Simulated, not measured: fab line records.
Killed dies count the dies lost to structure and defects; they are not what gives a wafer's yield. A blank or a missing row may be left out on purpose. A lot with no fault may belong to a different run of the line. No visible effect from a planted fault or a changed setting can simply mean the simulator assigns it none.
Which tool is to blame?	flow gf180mcu	13 lots with 39 wafers sampled at 4 steps, on a route of 602 steps

## WHAT THE GAUGES READ, wafer by wafer
GF_HV_LDD_CD_MEAS_07: the cd target is 400 nm. Usual: cd nm 399.8 nm, standard deviation 2.2.
lot	measured	on	cd nm (nm)	flag
L471	day 9 22:47	cd sem-02	399.0 400.8 400.6	
L472	day 10 06:02	cd sem-02	403.7 402.0 402.8	
L473	day 10 12:08	cd sem-01	399.4 402.2 401.2	
L474	day 10 19:32	cd sem-01	404.4 403.1 402.2	
L475	day 11 02:53	cd sem-02	400.9 404.0 399.8	
L481	day 12 23:50	cd sem-01	401.6 403.0 399.7	
L484	day 13 23:53	cd sem-02	395.6 396.7 397.8	
L486	day 14 15:14	cd sem-02	400.3 401.4 401.4	
L487	day 14 18:54	cd sem-02	399.8 402.6 400.1	
L489	day 15 10:30	cd sem-02	398.8 399.8 399.6	
L490	day 15 21:44	cd sem-02	397.0 398.4 398.0	
L491	day 16 05:35	cd sem-02	395.6 396.1 399.0	
L493	day 16 21:17	cd sem-02	396.3 397.9 396.9	

GF_HV_LDD_CD_MEAS_31: the cd target is 400 nm. Usual: cd nm 399.9 nm, standard deviation 1.9.
lot	measured	on	cd nm (nm)	flag
L471	day 11 10:14	cd sem-01	401.3 402.3 401.1	
L472	day 11 18:38	cd sem-02	400.6 402.7 403.1	
L473	day 12 01:47	cd sem-01	398.1 399.6 398.0	
L474	day 12 09:47	cd sem-02	399.7 398.5 397.4	
L475	day 12 17:11	cd sem-02	400.3 400.3 399.5	
L481	day 14 17:50	cd sem-02	402.2 401.8 401.6	
L484	day 15 18:41	cd sem-01	398.6 396.5 397.2	
L486	day 16 11:26	cd sem-01	400.5 396.9 397.7	
L487	day 16 15:51	cd sem-02	399.1 397.7 398.6	
L489	day 17 08:33	cd sem-01	403.8 403.0 402.0	
L490	day 17 19:47	cd sem-01	399.9 397.1 398.5	
L491	day 18 04:43	cd sem-01	401.2 399.2 400.9	
L493	day 18 21:05	cd sem-02	403.1 402.0 402.4	

GF_M1_THK_MEAS_06: measures by xrf. Usual: M1_ALCU_THK 437 nm, standard deviation 4.5.
lot	measured	on	M1_ALCU_THK (nm)	flag
L471	day 16 01:23	film metro-02	434 428 432	
L472	day 16 11:47	film metro-04	442 445 436	
L473	day 16 19:55	film metro-04	425 433 435	
L474	day 17 05:17	film metro-02	442 434 443	
L475	day 17 13:22	film metro-04	439 435 437	
L481	day 19 20:47	film metro-02	437 431 435	
L484	day 21 00:46	film metro-02	439 438 434	
L486	day 21 19:16	film metro-02	438 436 441	
L487	day 22 01:20	film metro-04	442 437 440	
L489	day 22 17:02	film metro-02	434 439 436	
L490	day 23 02:40	film metro-04	433 435 434	
L491	day 23 10:26	film metro-04	440 441 440	
L493	day 24 02:04	film metro-01	437 441 434	

## WHICH TOOL RAN EACH LOT (tool, then ch and the chambers of the sampled wafers, then the start)
lot	GF_DNWELL_STRIP_08
L471	plasma asher-02 ch 0,1, day 2 18:11
L472	plasma asher-03 ch 0,1, day 2 23:56
L473	plasma asher-02 ch 0,1, day 3 05:38
L474	plasma asher-03 ch 0,1, day 3 09:56
L475	plasma asher-03 ch 0,1, day 3 15:50
L481	plasma asher-04 ch 0,1, day 4 22:46
L484	plasma asher-02 ch 0,1, day 5 13:38
L486	plasma asher-03 ch 0,1, day 6 02:35
L487	plasma asher-02 ch 1, day 6 07:32
L489	plasma asher-02 ch 0,1, day 6 17:20
L490	plasma asher-03 ch 0,1, day 6 23:59
L491	plasma asher-03 ch 0,1, day 7 07:05
L493	plasma asher-02 ch 0,1, day 7 15:38
- GF_DNWELL_STRIP_08: strips in O2/N2.

## WHAT THE TOOLS THEMSELVES READ (means of the sampled wafers that have a number; where no wafer has one, the mark that the record gives instead)
GF_DNWELL_STRIP_08. Usual: drypump motor current A 5.7 A, standard deviation 0.47; heater power w 335 W, standard deviation 48; oes product au 0.722 a.u., standard deviation 0.0042; platen temp c 250.03 C, standard deviation 0.18; strip time to endpoint s 36.96 s, standard deviation 0.092.
lot	tool	drypump motor current A (A)	heater power w (W)	oes product au (a.u.)	platen temp c (C)	strip time to endpoint s (s)	flag
L471	plasma asher-02	5.6	347	0.722	250.10	37.01	
L472	plasma asher-03	5.1	316	0.722	249.94	36.92	
L473	plasma asher-02	5.6	348	0.722	250.05	37.08	
L474	plasma asher-03	5.2	315	0.722	249.91	37.04	
L475	plasma asher-03	5.1	316	0.722	250.14	36.84	
L481	plasma asher-04	6.0	342	0.711	248.29	38.05	OFF
L484	plasma asher-02	6.0	382	0.723	249.92	37.01	
L486	plasma asher-03	5.1	321	0.720	249.94	36.93	
L487	plasma asher-02	6.3	413	0.719	250.07	36.95	
L489	plasma asher-02	5.9	384	0.722	250.02	36.87	
L490	plasma asher-03	5.4	317	0.722	249.96	37.01	
L491	plasma asher-03	5.4	314	0.720	250.03	36.91	
L493	plasma asher-02	6.0	382	0.723	250.04	36.86	

## THE ANSWER, worked out from the rows above alone
Rule: a lot counts as off when the mean over its wafers that have a number is more than 3 standard deviations away from the usual mean. Also off: a lot with no number at a reading for which 4 or more lots have one. All remaining lots with rows at the step are treated as sound. Order of review: gauges by route order, followed by the tools' own readings, for which a lot's mean as printed above is used. At the first step where some lot is off, the reading lying furthest off is the one used; lots without a number count as furthest.
Off: L481, at GF_DNWELL_STRIP_08 (strip time to endpoint s).
A tool fits if, at that step or a process step before it, it ran every lot that is off, and no sound lot after the first of them. One fits: GF_DNWELL_STRIP_08 on plasma asher-04. It ran no sound lot before its first lot that is off in this sample, so the start can't be narrowed down.
The tool's own readings at GF_DNWELL_STRIP_08 bear it out: on the lots that are off they differ by more than 5 times the standard deviation of the sound lots' means. oes product au reads 0.711 a.u. there against 0.722 a.u. on the sound lots; platen temp c reads 248.29 C there against 250.01 C on the sound lots; strip time to endpoint s reads 38.05 s there against 36.95 s on the sound lots.

## WHAT THE SIMULATOR HAD INSERTED
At GF_DNWELL_STRIP_08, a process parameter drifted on plasma asher-04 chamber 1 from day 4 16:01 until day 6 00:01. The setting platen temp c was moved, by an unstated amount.
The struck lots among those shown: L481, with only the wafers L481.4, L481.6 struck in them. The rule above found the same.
